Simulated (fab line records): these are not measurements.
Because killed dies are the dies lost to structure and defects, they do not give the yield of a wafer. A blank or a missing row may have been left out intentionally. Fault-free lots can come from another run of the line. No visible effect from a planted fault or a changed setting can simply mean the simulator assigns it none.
2 desks looking at one fault -- flow gf180mcu -- only its own numbers are on each desk; what lay behind them is given at the end

## TOOL OWNER'S DESK, pecvd-01
The tool's own readings at GF_PASSIVATION_CVD_00 (deposits SiO2 from TEOS, target thk 1000 nm, time 111.95 s): means of the sampled wafers that have a number, for each lot that ran on this tool. If a lot's mean is further than 4 standard deviations from the usual mean, the lot is out of limits and carries the mark OUT (the distance appears in the brackets).
Columns: A = heater-power-w at GF_PASSIVATION_CVD_00, usual 592 W; B = run-length-s at GF_PASSIVATION_CVD_00, usual 139.6 s
lot,first seen here,A,B
L515,day 28 04:42,638,139.5
L519,day 29 14:40,605,139.5
L520,day 29 21:20,608,139.3
L526,day 31 15:43,708,130.6 (-16) OUT
This desk finds L526 out of limits, L526 being first, at day 31 15:43 (run-length-s at GF_PASSIVATION_CVD_00). L515, L519, L520: within limits.

## METROLOGY DESK
Means of the sampled wafers that have a number, per lot and without regard to the tool the lot ran on: this is what the gauges read. If a lot's mean is further than 4 standard deviations from the usual mean, the lot is out of limits and carries the mark OUT (the distance appears in the brackets).
Columns: A = PASSIVATION_CVD_00_THK at GF_PASSIVATION_THK_MEAS_01, usual 993 nm
lot,first seen here,A
L514,day 28 01:41,975
L515,day 28 04:47,1001
L518,day 29 07:34,1007
L519,day 29 14:46,988
L520,day 29 21:26,995
L526,day 31 15:49,909 (-6.5) OUT
L533,day 33 19:26,985
L534,day 33 21:57,980
L535,day 34 01:26,990
L536,day 34 04:14,1005
L537,day 34 07:49,985
Finding of this desk: L526 out of limits, first seen on L526 at day 31 15:49 (PASSIVATION_CVD_00_THK at GF_PASSIVATION_THK_MEAS_01). L514, L515, L518, L519, L520, L533, L534, L535, L536, L537: within limits.

## TAKEN TOGETHER
The tool owner's desk had the chance to raise an alarm at day 31 15:43 on L526.
L526 would have let the metrology desk raise an alarm at day 31 15:49.
On pecvd-01, each named lot ran GF_PASSIVATION_CVD_00.

## WHAT THE SIMULATOR HAD INSERTED
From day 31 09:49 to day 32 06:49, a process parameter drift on pecvd-01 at GF_PASSIVATION_CVD_00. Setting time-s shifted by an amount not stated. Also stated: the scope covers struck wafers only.
Shown lots that were struck: L526.
Hours from the fault's start to each desk's first reading out of limits: the tool owner's desk, 6; the metrology desk, 6.
